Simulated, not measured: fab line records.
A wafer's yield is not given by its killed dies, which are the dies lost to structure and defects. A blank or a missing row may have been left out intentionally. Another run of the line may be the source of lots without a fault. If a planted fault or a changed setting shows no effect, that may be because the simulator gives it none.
fab line records	flow sky130
record lots=12	wafers=36	last_day=50
route steps=708 shown VT_ADJUST_NCORE@126 VT_ADJUST_PCH@152 SONOS_TUNNEL@161 GATE_OXIDE@188 PAD_OPEN@708
lots that met no fault: taken from a fault-free run of the same line
start_h: hours from the record's opening day to when the first of the lot's shown wafers began	wait_h: how many hours have passed since the lot's step before this one	" as in the row above	L1.1+2: one row covering several wafers at once	- either no value or no given start	* or withheld: withheld	< > ~ a bound
route shown NAME@n: names a module that has steps shown in the file, with the first one's number in the route	usual: mean and standard deviation over wafers with no fault	same: alike in all rows	chamber/n: place in a boat	sites: readings site by site	_std_site: their standard deviation	_edge_site: outer sites' mean less inner sites'	radius_mm: for every site, how far away it sits from the centre of the wafer	mask NAME#n: copy n	behind: the last tool/chamber to shape the wafer	hold: reason for holding the lot/hours on hold/outcome of the hold	device: transistor that didn't switch, given as n, p or np	end of line: the same wafers' tests at the end of the route	for a step that has no rows: nothing shown but its recipe	killed: dies lost to structure and defects at the first sort, not the wafer's yield	map: per-die view of a wafer (x killed, . not killed, _ where there is no die)
set.NAME: the setting that was run; set.NAME@STEP: the one run at that earlier step	model.NAME: the simulator's own value behind a step, which no gauge read
steps of the route over a sample of lots; a table a step, a row a wafer
services: from which hour (start_h, from the record's first day; less than 0 if before it) a tool's chamber was out of use, for how many hours, and why
## steps
# step SKY_VT_ADJUST_NCORE_CD_MEAS_07
# recipe target_cd_nm=380
# usual cd_nm=379.3/2.6
lot.wafer	tool	chamber	start_h	wait_h	cd_nm
L880.1	cd_sem-01	-	213.84	0.1	377.0
L880.3	"	-	"	"	378.3
L880.4	"	-	"	"	379.6
L876.1	cd_sem-01	-	214.95	0.1	383.4
L876.3	"	-	"	"	383.7
L876.5	"	-	"	"	381.4
L878.1	cd_sem-01	-	215.85	0.1	369.3
L878.4	"	-	"	"	372.2
L878.5	"	-	"	"	374.3
L879.1	cd_sem-02	-	217.65	0.1	377.4
L879.2	"	-	"	"	381.4
L879.4	"	-	"	"	379.2
L882.3	cd_sem-01	-	230.03	0.1	379.4
L882.5	"	-	"	"	379.4
L882.6	"	-	"	"	378.3
L886.1	cd_sem-01	-	255.54	0.1	379.6
L886.2	"	-	"	"	378.2
L886.4	"	-	"	"	378.7
L889.3	cd_sem-01	-	278.04	0.1	378.2
L889.4	"	-	"	"	379.2
L889.6	"	-	"	"	376.3
L894.1	cd_sem-01	-	319.04	0.1	378.0
L894.4	"	-	"	"	377.3
L894.6	"	-	"	"	378.3
L896.2	cd_sem-01	-	334.02	0.1	383.4
L896.3	"	-	"	"	382.0
L896.4	"	-	"	"	381.8
L897.4	cd_sem-01	-	336.26	0.1	381.1
L897.5	"	-	"	"	379.8
L897.6	"	-	"	"	378.5
L898.1	cd_sem-02	-	346.60	0.1	379.0
L898.3	"	-	"	"	380.0
L898.4	"	-	"	"	379.5
L899.2	cd_sem-02	-	352.12	0.1	382.9
L899.3	"	-	"	"	382.3
L899.6	"	-	"	"	380.6
# step SKY_VT_ADJUST_PCH_STRIP_09
# recipe chemistry=O2/N2	power_w=1400	pressure_mtorr=1500	platen_temp_c=withheld	o2_flow_sccm=3000	n2_flow_sccm=300	overash_fraction=0.5
# usual drypump_motor_current_A=6.2/0.45	oes_product_au=0.722/0.0041	strip_time_to_endpoint_s=36.95/0.11
lot.wafer	tool	chamber	start_h	wait_h	drypump_motor_current_A	oes_product_au	rf_hours_counter_h	strip_time_to_endpoint_s
L880.1	plasma_asher-02	0	261.63	0.1	5.4	0.723	14	37.14
L880.3	"	1	"	"	6.1	0.721	-	37.05
L880.4	"	0	"	"	5.4	0.727	-	37.19
L876.1	plasma_asher-04	1	263.98	0.1	6.8	0.721	57	36.81
L876.3	"	1	"	"	6.8	0.726	-	36.87
L876.5	"	0	"	"	6.3	0.722	-	36.90
L878.1	plasma_asher-04	0	265.59	0.1	6.3	0.721	57	36.90
L878.4	"	1	"	"	6.8	0.724	-	36.85
L878.5	"	1	"	"	6.8	0.725	-	36.85
L879.1	plasma_asher-01	1	266.78	0.1	6.3	0.726	60	36.90
L879.2	"	0	"	"	5.7	0.717	60	36.96
L879.4	"	0	"	"	5.7	0.718	-	36.98
L882.3	plasma_asher-01	0	280.51	0.1	5.7	0.722	-	37.01
L882.5	"	0	"	"	5.7	0.725	-	36.94
L882.6	"	1	"	"	6.2	0.713	-	36.94
L886.1	plasma_asher-04	1	307.93	0.1	6.8	0.717	62	36.99
L886.2	"	0	"	"	6.3	0.720	62	36.96
L886.4	"	1	"	"	6.8	0.723	-	36.94
L889.3	plasma_asher-04	0	331.21	0.1	6.3	0.733	-	36.93
L889.4	"	1	"	"	6.8	0.718	-	37.04
L889.6	"	1	"	"	6.8	0.725	-	37.01
L894.1	plasma_asher-01	1	376.48	0.1	6.3	0.726	72	37.01
L894.4	"	1	"	"	6.3	0.717	-	36.84
L894.6	"	1	"	"	6.3	0.725	-	36.84
L896.2	plasma_asher-02	0	391.48	0.1	5.5	0.718	27	36.89
L896.3	"	1	"	"	6.0	0.723	-	36.91
L896.4	"	0	"	"	5.4	0.719	-	36.76
L897.4	plasma_asher-01	1	393.01	0.1	6.3	0.726	-	36.70
L897.5	"	1	"	"	6.3	0.719	-	36.70
L897.6	"	0	"	"	5.7	0.719	-	36.85
L898.1	plasma_asher-01	0	403.08	0.1	5.7	0.725	75	36.96
L898.3	"	0	"	"	5.7	0.724	-	36.99
L898.4	"	1	"	"	6.3	0.731	-	36.95
L899.2	plasma_asher-02	0	408.83	0.1	5.4	0.721	28	37.04
L899.3	"	1	"	"	6.0	0.719	-	37.08
L899.6	"	0	"	"	5.4	0.722	-	37.15
# step SKY_SONOS_TUNNEL_CD_MEAS_07
# recipe target_cd_nm=410
# usual cd_nm=409.5/2
lot.wafer	tool	chamber	start_h	wait_h	cd_nm
L880.1	cd_sem-01	-	286.65	0.1	410.6
L880.3	"	-	"	"	410.4
L880.4	"	-	"	"	407.3
L876.1	cd_sem-02	-	289.00	0.1	411.2
L876.3	"	-	"	"	410.3
L876.5	"	-	"	"	407.4
L878.1	cd_sem-02	-	291.05	0.1	409.2
L878.4	"	-	"	"	406.5
L878.5	"	-	"	"	408.3
L879.1	cd_sem-01	-	292.65	0.1	407.5
L879.2	"	-	"	"	406.9
L879.4	"	-	"	"	409.8
L882.3	cd_sem-02	-	306.24	0.1	411.9
L882.5	"	-	"	"	408.9
L882.6	"	-	"	"	410.7
L886.1	cd_sem-01	-	335.25	0.1	413.1
L886.2	"	-	"	"	411.0
L886.4	"	-	"	"	412.0
L889.3	cd_sem-01	-	360.39	0.1	409.4
L889.4	"	-	"	"	408.6
L889.6	"	-	"	"	409.5
L894.1	cd_sem-02	-	404.15	0.1	411.0
L894.4	"	-	"	"	410.2
L894.6	"	-	"	"	412.7
L896.2	cd_sem-02	-	421.12	0.1	408.2
L896.3	"	-	"	"	407.0
L896.4	"	-	"	"	408.2
L897.4	cd_sem-01	-	422.21	0.1	410.0
L897.5	"	-	"	"	409.7
L897.6	"	-	"	"	409.7
L898.1	cd_sem-01	-	433.70	0.1	408.7
L898.3	"	-	"	"	409.7
L898.4	"	-	"	"	410.6
L899.2	cd_sem-01	-	439.22	0.1	411.7
L899.3	"	-	"	"	411.0
L899.6	"	-	"	"	409.7
# step SKY_GATE_OXIDE_OXIDATION_01
# recipe temp_c=900	ambient=O2	stabilise_s=600	purge_s=300	target_thk_a=102.68	ox_time_s=1473
# usual spike_tc_lower_C=901.2/1.2	spike_tc_upper_C=900.2/1.1	tube_center_temp_C=899.99/0.088	tube_center_temp_C_max=902.3/0.39
lot.wafer	tool	chamber	start_h	wait_h	spike_tc_lower_C	spike_tc_upper_C	tube_center_temp_C	tube_center_temp_C_max
L880.1	furnace-02	0	320.56	0.4	901.6	901.3	900.26	902.1
L880.3	"	0	"	"	900.7	900.4	900.02	902.4
L880.4	"	0	"	"	900.6	899.2	899.9	902.3
L880.1	furnace-01	0	322.74	0.8	902.0	900.8	900.02	901.8
L880.3	"	0	"	"	902.3	900.6	899.97	901.8
L880.4	"	0	"	"	902.6	900.5	899.87	902.0
L876.1	furnace-01	0	324.09	1.5	903.3	901.0	900.14	902.6
L876.3	"	0	"	"	900.5	901.0	899.94	902.5
L876.5	"	0	"	"	901.3	900.1	900.02	901.9
L878.1	furnace-02	0	327.37	0.1	899.3	901.7	899.92	901.9
L878.4	"	0	"	"	902.6	899.6	899.93	902.2
L878.5	"	0	"	"	899.5	899.0	899.92	903.0
L879.1	furnace-01	0	328.36	0.4	901.5	900.4	900.05	902.3
L879.2	"	0	"	"	901.4	901.7	900.04	902.0
L879.4	"	0	"	"	903.0	899.4	899.87	901.9
L882.3	furnace-02	0	342.11	1.3	899.9	899.5	900.03	901.8
L882.5	"	0	"	"	901.9	900.0	899.99	901.8
L882.6	"	0	"	"	898.8	899.4	900.06	903.2
L886.1	furnace-02	0	374.42	1.6	900.1	899.8	900.17	902.5
L886.2	"	0	"	"	900.6	900.4	899.9	902.1
L886.4	"	0	"	"	901.3	901.4	900.03	903.5
L886.1	furnace-02	0	377.36	1.5	900.2	900.1	900	902.5
L886.2	"	0	"	"	899.6	900.0	899.92	901.7
L886.4	"	0	"	"	899.7	900.3	900.12	902.9
L889.3	furnace-01	0	397.88	0.8	903.0	900.6	899.99	902.3
L889.4	"	0	"	"	902.4	901.6	899.98	902.3
L889.6	"	0	"	"	901.0	901.0	899.98	902.2
L894.1	furnace-01	0	441.86	0.5	902.0	901.4	900.01	903.3
L894.4	"	0	"	"	903.2	902.1	899.88	902.1
L894.6	"	0	"	"	900.6	899.3	899.91	902.9
L896.2	furnace-01	0	462.08	0.0	901.7	903.3	900.11	902.1
L896.3	"	0	"	"	901.0	900.6	899.89	901.9
L896.4	"	0	"	"	902.9	899.9	900.08	902.4
L897.4	furnace-02	0	463.28	0.9	900.9	901.2	899.91	902.1
L897.5	"	0	"	"	901.8	899.9	900.02	902.8
L897.6	"	0	"	"	900.6	902.4	900.07	902.4
L898.1	furnace-02	0	473.44	0.0	901.0	900.1	899.9	902.1
L898.3	"	0	"	"	902.3	899.9	900.06	901.9
L898.4	"	0	"	"	900.6	899.7	900.21	902.5
L899.2	furnace-02	0	476.86	0.0	898.9	899.1	899.98	903.6
L899.3	"	0	"	"	901.7	897.6	900.11	902.1
L899.6	"	0	"	"	901.4	899.8	899.93	902.3
# step SKY_GATE_OXIDE_THK_MEAS_02
# recipe reads=SiO2_of_GATE_OXIDE_OXIDATION_01
# usual GATE_OXIDE_OXIDATION_00_THK=10.18/0.19
lot.wafer	tool	chamber	start_h	wait_h	GATE_OXIDE_OXIDATION_00_THK[nm]
L880.1	film_metro-03	-	324.15	0.0	16.15
L880.3	"	-	"	"	16.50
L880.4	"	-	"	"	16.50
L880.1	film_metro-03	-	324.38	0.2	16.21
L880.3	"	-	"	"	16.48
L880.4	"	-	"	"	16.49
L876.1	film_metro-02	-	325.50	0.0	10.23
L876.3	"	-	"	"	10.31
L876.5	"	-	"	"	10.21
L878.1	film_metro-03	-	328.78	0.0	10.22
L878.4	"	-	"	"	9.98
L878.5	"	-	"	"	10.20
L879.1	film_metro-03	-	329.77	0.0	10.39
L879.2	"	-	"	"	10.42
L879.4	"	-	"	"	10.37
L882.3	film_metro-03	-	343.53	0.0	10.40
L882.5	"	-	"	"	10.41
L882.6	"	-	"	"	10.26
L886.1	film_metro-02	-	378.77	0.0	16.18
L886.2	"	-	"	"	16.28
L886.4	"	-	"	"	15.78
L886.1	film_metro-02	-	378.99	0.2	16.19
L886.2	"	-	"	"	16.30
L886.4	"	-	"	"	15.85
L889.3	film_metro-01	-	399.31	0.0	10.38
L889.4	"	-	"	"	10.45
L889.6	"	-	"	"	10.22
L894.1	film_metro-02	-	443.27	0.0	10.50
L894.4	"	-	"	"	10.46
L894.6	"	-	"	"	10.35
L896.2	film_metro-02	-	463.50	0.0	10.14
L896.3	"	-	"	"	10.18
L896.4	"	-	"	"	10.33
L897.4	film_metro-02	-	464.72	0.0	9.99
L897.5	"	-	"	"	10.17
L897.6	"	-	"	"	10.17
L898.1	film_metro-02	-	474.85	0.0	9.97
L898.3	"	-	"	"	9.81
L898.4	"	-	"	"	10.06
L899.2	film_metro-03	-	478.28	0.0	10.09
L899.3	"	-	"	"	10.09
L899.6	"	-	"	"	10.15
# step SKY_PAD_OPEN_PROBE_99
# usual killed_at_M0_to_M3=44/6.7	killed_at_M4_up=3.1/1.8	killed_at_contacts=24/5.1	killed_at_front_end=16/4.7	killed_at_other=0.3/0.59	killed_dies=88/9.6	killed_open=48/7.3	killed_short=39/6.5
# same gross_dies=492	killed_at_back_side=0
lot.wafer	tool	chamber	start_h	wait_h	killed_at_M0_to_M3	killed_at_M4_up	killed_at_contacts	killed_at_front_end	killed_at_other	killed_dies	killed_open	killed_short
L878.1	prober-01	-	1111.38	0.1	51	4	19	10	0	84	45	39
L878.4	prober-01	-	1111.53	0.2	43	2	18	11	0	74	38	36
L878.5	prober-01	-	1111.58	0.2	46	2	14	10	0	72	41	31
L879.1	prober-01	-	1115.14	0.1	44	6	17	22	0	89	52	37
L879.2	prober-01	-	1115.19	0.1	43	2	32	17	0	94	54	40
L879.4	prober-01	-	1115.29	0.2	49	3	21	15	0	88	53	35
L882.3	prober-02	-	1117.25	0.2	41	6	18	9	0	74	50	24
L882.5	prober-02	-	1117.35	0.2	36	5	26	18	0	85	46	39
L882.6	prober-02	-	1117.40	0.2	38	4	19	18	0	79	39	38
L889.3	prober-02	-	1158.31	0.2	39	8	30	14	1	92	49	43
L889.4	prober-02	-	1158.36	0.2	48	3	20	20	0	91	55	36
L889.6	prober-02	-	1158.46	0.2	55	4	33	10	0	102	63	39
L897.4	prober-02	-	1197.57	0.2	45	7	20	22	0	94	53	41
L897.5	prober-02	-	1197.62	0.2	41	4	27	12	0	84	46	38
L897.6	prober-02	-	1197.67	0.2	37	1	22	14	0	74	32	42
L899.2	prober-02	-	1205.02	0.1	42	4	30	19	1	96	60	36
L899.3	prober-02	-	1205.07	0.2	42	2	30	14	0	88	49	39
L899.6	prober-02	-	1205.22	0.2	47	3	24	15	0	89	51	38
# killed by level:class
L878.1 VIA1:geometric_particle:open=11 VIA2:geometric_particle:open=10 METAL2:geometric_particle:short=7 METAL3:geometric_particle:short=7 LOCAL_INTERCONNECT:geometric_particle:short=5 CONTACT:geometric_particle:open=5 VIA3:geometric_particle:open=5 POLY_GATE:geometric_particle:open=4
L878.4 VIA2:geometric_particle:open=8 METAL1:geometric_particle:short=6 LI_CONTACT:geometric_particle:open=6 CONTACT:geometric_particle:open=6 VIA1:geometric_particle:open=6 METAL2:geometric_particle:short=6 VIA1:geometric_particle:short=5 VIA3:geometric_particle:open=5
L878.5 VIA2:geometric_particle:open=12 VIA1:geometric_particle:open=8 CONTACT:geometric_particle:open=7 VIA3:geometric_particle:open=6 METAL1:geometric_particle:short=6 METAL2:geometric_particle:short=5 LOCAL_INTERCONNECT:geometric_particle:short=4 POLY_GATE:geometric_particle:short=3
L879.1 VIA1:geometric_particle:open=11 VIA2:geometric_particle:open=7 METAL1:geometric_particle:short=7 POLY_GATE:geometric_particle:open=5 POLY_GATE:geometric_particle:short=5 LI_CONTACT:geometric_particle:open=5 LOCAL_INTERCONNECT:geometric_particle:short=5 METAL2:geometric_particle:short=5
L879.2 CONTACT:geometric_particle:open=15 VIA1:geometric_particle:open=12 METAL2:geometric_particle:short=8 FIELD_ISO:geometric_particle:open=6 METAL1:geometric_particle:short=6 LI_CONTACT:geometric_particle:open=5 LI_CONTACT:geometric_particle:short=5 CONTACT:geometric_particle:short=5
L879.4 VIA1:geometric_particle:open=14 CONTACT:geometric_particle:open=7 VIA2:geometric_particle:open=7 METAL2:geometric_particle:short=7 FIELD_ISO:geometric_particle:open=6 CONTACT:geometric_particle:short=5 VIA1:geometric_particle:short=5 VIA3:geometric_particle:open=4
L882.3 VIA1:geometric_particle:open=12 LI_CONTACT:geometric_particle:open=9 VIA3:geometric_particle:open=9 VIA2:geometric_particle:open=7 LI_CONTACT:geometric_particle:short=5 VIA3:geometric_particle:short=5 FIELD_ISO:geometric_particle:open=4 VIA1:geometric_particle:short=4
L882.5 CONTACT:geometric_particle:open=10 METAL2:geometric_particle:short=8 LI_CONTACT:geometric_particle:open=7 FIELD_ISO:geometric_particle:open=6 LOCAL_INTERCONNECT:geometric_particle:short=6 VIA2:geometric_particle:open=6 FIELD_ISO:geometric_particle:short=5 VIA2:geometric_particle:short=5
L882.6 CONTACT:geometric_particle:open=9 VIA3:geometric_particle:open=6 FIELD_ISO:geometric_particle:short=5 CONTACT:geometric_particle:short=5 VIA1:geometric_particle:open=5 METAL2:geometric_particle:short=5 FIELD_ISO:geometric_particle:open=4 POLY_GATE:geometric_particle:open=4
L889.3 VIA1:geometric_particle:open=11 LI_CONTACT:geometric_particle:open=9 CONTACT:geometric_particle:open=8 CONTACT:geometric_particle:short=6 METAL1:geometric_particle:short=5 METAL4:geometric_particle:short=5 FIELD_ISO:geometric_particle:short=4 FIELD_ISO:geometric_particle:open=4
L889.4 VIA1:geometric_particle:open=12 VIA3:geometric_particle:open=11 CONTACT:geometric_particle:open=7 VIA2:geometric_particle:open=7 POLY_GATE:geometric_particle:open=6 LI_CONTACT:geometric_particle:open=6 CONTACT:geometric_particle:short=6 POLY_GATE:geometric_particle:short=5
L889.6 VIA1:geometric_particle:open=16 CONTACT:geometric_particle:open=12 VIA2:geometric_particle:open=11 LI_CONTACT:geometric_particle:open=9 CONTACT:geometric_particle:short=6 VIA1:geometric_particle:short=6 VIA3:geometric_particle:short=5 VIA3:geometric_particle:open=5
L897.4 VIA1:geometric_particle:open=16 VIA2:geometric_particle:open=8 CONTACT:geometric_particle:short=6 CONTACT:geometric_particle:open=6 POLY_GATE:geometric_particle:short=5 VIA3:geometric_particle:open=5 METAL4:geometric_particle:short=5 FIELD_ISO:geometric_particle:short=4
L897.5 VIA1:geometric_particle:open=9 LOCAL_INTERCONNECT:geometric_particle:short=8 METAL2:geometric_particle:short=7 POLY_GATE:geometric_particle:open=6 CONTACT:geometric_particle:open=6 VIA2:geometric_particle:open=6 LI_CONTACT:geometric_particle:open=5 LI_CONTACT:geometric_particle:short=4
L897.6 METAL1:geometric_particle:short=8 CONTACT:geometric_particle:open=6 FIELD_ISO:geometric_particle:short=5 VIA1:geometric_particle:short=5 LI_CONTACT:geometric_particle:open=5 VIA1:geometric_particle:open=5 VIA3:geometric_particle:open=5 POLY_GATE:geometric_particle:open=4
L899.2 VIA1:geometric_particle:open=16 CONTACT:geometric_particle:open=14 LI_CONTACT:geometric_particle:open=10 POLY_GATE:geometric_particle:short=6 POLY_GATE:geometric_particle:open=5 METAL2:geometric_particle:short=5 VIA2:geometric_particle:open=5 VIA3:geometric_particle:open=4
L899.3 CONTACT:geometric_particle:open=11 CONTACT:geometric_particle:short=7 VIA1:geometric_particle:open=7 VIA3:geometric_particle:open=7 METAL2:geometric_particle:short=6 POLY_GATE:geometric_particle:open=5 VIA2:geometric_particle:open=5 LI_CONTACT:geometric_particle:open=4
L899.6 VIA2:geometric_particle:open=12 CONTACT:geometric_particle:open=8 VIA1:geometric_particle:open=8 VIA3:geometric_particle:open=7 METAL1:geometric_particle:short=7 POLY_GATE:geometric_particle:short=6 LI_CONTACT:geometric_particle:open=6 CONTACT:geometric_particle:short=5
## services
tool	chamber	start_h	hours	kind
furnace-02	-	247.22	2.8	pm
furnace-01	-	276.71	5.1	pm
furnace-01	-	301.63	4.8	pm
plasma_asher-04	-	327.60	3.5	repair
plasma_asher-04	-	334.54	1.7	repair
plasma_asher-04	-	347.88	11.7	repair
plasma_asher-02	-	382.76	7.7	repair
furnace-02	-	415.92	4.7	pm
plasma_asher-01	-	421.25	9.0	pm
plasma_asher-01	0	421.25	9.0	vent_cycle
plasma_asher-01	1	421.25	9.0	vent_cycle
plasma_asher-01	0	430.25	-	clean
plasma_asher-01	1	430.25	-	clean
furnace-01	-	468.93	2.7	pm
## key
first_sign step=SKY_GATE_OXIDE_OXIDATION_01	reading=visit	direction=added
effect step=SKY_GATE_OXIDE_THK_MEAS_02	reading=visit	direction=added
effect step=SKY_GATE_OXIDE_THK_MEAS_02	reading=GATE_OXIDE_OXIDATION_00_THK	direction=up	sigmas=32	usual=10.18	struck=16.23
met_at SKY_GATE_OXIDE_OXIDATION_01
struck_lots L880,L886
tester_left_out L880,L886
not_acting_at SKY_VT_ADJUST_NCORE_CD_MEAS_07,SKY_VT_ADJUST_PCH_STRIP_09,SKY_SONOS_TUNNEL_CD_MEAS_07
fault kind=repeated_step_whole	tool=furnace-01,furnace-02	chamber=-	onset_h=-	steps=SKY_GATE_OXIDE_OXIDATION_01	times=1	scope=struck_lots_only
# tester_left_out: of these lots the tester's yield and bins aren't shown, on N5 and GAA mostly nor the transistor test; their killed dies are dies lost to structure and defects alone, not to doping, threshold or leakage, so they don't give the yield
